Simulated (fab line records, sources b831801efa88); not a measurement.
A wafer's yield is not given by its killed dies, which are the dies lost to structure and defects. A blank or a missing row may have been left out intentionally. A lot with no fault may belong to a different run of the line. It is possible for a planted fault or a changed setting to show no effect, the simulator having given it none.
Chamber matching -- flow gf180mcu -- GF_V3_CMP_26 on cmp-02: 4 sister chambers
The step polishes, stops on SiO2, t overpolish 15 s, target thk 0 nm. 4 wafers are shown with their chamber, then 12 later ones without.

## WAFERS PAIRED WITH THEIR CHAMBERS
wafer,chamber,motorCurrentA (A)
L087.5,1,11.9
L088.2,3,11.5
L091.3,0,10.2
L091.6,2,11.4

## WAFERS WHOSE CHAMBER IS MISSING
wafer,motorCurrentA (A)
L092.2,9.8
L092.5,10.6
L092.6,11.8
L093.1,11.8
L093.4,10.5
L093.5,11.8
L096.2,10.9
L096.3,11.8
L096.5,11.4
L097.1,10.1
L097.3,12.2
L097.6,11.5

## WHICH CHAMBER EACH WENT THROUGH
wafer,from the rows above,in truth
L092.2,0,0
L092.5,can't be placed: 0 or 2 or 3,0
L092.6,can't be placed: 1 or 3 or 2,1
L093.1,can't be placed: 1 or 3 or 2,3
L093.4,0,0
L093.5,can't be placed: 1 or 3 or 2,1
L096.2,can't be placed: 2 or 3 or 0 or 1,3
L096.3,can't be placed: 1 or 3 or 2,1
L096.5,can't be placed: 2 or 3 or 1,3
L097.1,0,0
L097.3,can't be placed: 1 or 3 or 2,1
L097.6,can't be placed: 3 or 2 or 1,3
3 of 12 placed correctly. Not placeable from these rows: 9 (in 9, the candidates include the true chamber). Number placed wrongly: 0.
How it was worked out, from the rows above alone: a wafer's distance from a chamber is the root of the sum, over the readings, of the square of ((its reading less the chamber's mean) divided by the reading's scatter). If the next closest chamber is less than 2 further off than the closest, the wafer can't be placed; otherwise it belongs to the closest. Each chamber's mean is taken over the wafers shown for it. The scatter: root of mean squared gap, hidden wafer to nearest shown wafer, with one shown wafer a chamber.
